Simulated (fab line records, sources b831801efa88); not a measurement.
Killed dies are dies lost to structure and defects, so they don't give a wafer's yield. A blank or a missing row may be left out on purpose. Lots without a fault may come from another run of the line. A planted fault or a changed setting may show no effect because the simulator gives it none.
Which tool did it? | flow gf180mcu | 14 lots, 42 wafers sampled, at 2 steps of a route of 602

WHAT THE GAUGES READ, wafer by wafer
GF_V1_THK_MEAS_25: measures by xrf.
lot  | measured     | on            | V1_W_THK (nm)
L899 | day 18 04:14 | film_metro-01 | 366 361 352
L901 | day 19 03:20 | film_metro-01 | 357 364 354
L902 | day 19 08:01 | film_metro-03 | 352 353 351
L904 | day 20 00:58 | film_metro-04 | 347 349 350
L905 | day 20 12:02 | film_metro-03 | 357 350 357
L907 | day 21 06:28 | film_metro-01 | 351 355 351
L909 | day 22 01:02 | film_metro-03 | 354 346 342
L911 | day 22 22:41 | film_metro-04 | 350 355 351
L915 | day 24 00:57 | film_metro-01 | 366 359 362
L916 | day 24 09:46 | film_metro-03 | 358 354 359
L918 | day 25 02:42 | film_metro-03 | 361 347 348
L920 | day 25 17:52 | film_metro-03 | 353 344 352

WHICH TOOL RAN EACH LOT (tool, then ch and the chambers of the sampled wafers, then the start)
lot  | GF_STI_CVD_23
L899 | hdpcvd-02 ch 0,1,2, day 2 05:16
L901 | hdpcvd-02 ch 0,1, day 2 18:28
L902 | hdpcvd-01 ch 0,2, day 2 20:40
L904 | hdpcvd-02 ch 0,1,2, day 3 04:35
L905 | hdpcvd-02 ch 0,1, day 3 10:11
L907 | hdpcvd-02 ch 0,1,2, day 3 20:58
L909 | hdpcvd-02 ch 0,1, day 4 06:50
L911 | hdpcvd-01 ch 1,2, day 4 18:17
L913 | hdpcvd-02 ch 0,1,2, day 5 04:25
L914 | hdpcvd-01 ch 0,2, day 5 10:01
L915 | hdpcvd-01 ch 0,1,2, day 5 14:37
L916 | hdpcvd-01 ch 0,1,2, day 5 20:12
L918 | hdpcvd-02 ch 0,1, day 6 06:10
L920 | hdpcvd-01 ch 1,2, day 6 16:04
- GF_STI_CVD_23: deposits SiO2, target thk 650 nm, time 108.3 s.

WHAT THE TOOLS THEMSELVES READ (means of the sampled wafers that have a number; where no wafer has one, the mark that the record gives instead)
GF_STI_CVD_23.
lot  | tool      | pressure_mtorr (mTorr) | run_length_s (s) | sih4_flow_sccm (sccm)
L899 | hdpcvd-02 | 5.985                  | 136.6            | 60.22
L901 | hdpcvd-02 | 6.006                  | 136.4            | 60.01
L902 | hdpcvd-01 | 6.006                  | 136.4            | 59.89
L904 | hdpcvd-02 | 5.997                  | 136.6            | 59.98
L905 | hdpcvd-02 | 5.998                  | 136.6            | 60.02
L907 | hdpcvd-02 | 5.997                  | 136.9            | 59.94
L909 | hdpcvd-02 | 6.001                  | 136.7            | 59.87
L911 | hdpcvd-01 | 5.993                  | 136.3            | 59.89
L913 | hdpcvd-02 | -                      | -                | -
L914 | hdpcvd-01 | -                      | -                | -
L915 | hdpcvd-01 | 6.001                  | 136.4            | 60.19
L916 | hdpcvd-01 | 5.993                  | 136.6            | 60.15
L918 | hdpcvd-02 | 5.996                  | 136.5            | 59.97
L920 | hdpcvd-01 | 5.995                  | 136.5            | 59.94

THE ANSWER, worked out from the rows above alone
Rule: what is usual is taken from the lots themselves. Put in order of their means at a reading, lots are off if they are a third of the lots or fewer, leave a main group of 4 or more, and stand apart from it by a gap of 3 or more times the standard deviation of the main group's means; of several such gaps the widest counts. A main group whose means are all the same, to the digits that the tables above print for the reading, isn't used. A lot without any number at a reading at which 4 lots or more have one is off too. The other lots that the step has rows for count as sound. The gauges are gone through in route order, then the tools' own readings, and for those a lot's mean is taken as printed above. The first step at which some lot is off is used, and at that step the reading that is off furthest; a lot without a number counts as furthest.
Off: L913, L914, at GF_STI_CVD_23 (pressure_mtorr). Without a number there: L913, L914. The main group: mean 5.997 mTorr, standard deviation 0.0056.
A tool fits if, at that step or a process step before it, it ran every lot that is off, and no sound lot after the first of them. None of those tried fits.

WHAT THE SIMULATOR HAD PUT IN
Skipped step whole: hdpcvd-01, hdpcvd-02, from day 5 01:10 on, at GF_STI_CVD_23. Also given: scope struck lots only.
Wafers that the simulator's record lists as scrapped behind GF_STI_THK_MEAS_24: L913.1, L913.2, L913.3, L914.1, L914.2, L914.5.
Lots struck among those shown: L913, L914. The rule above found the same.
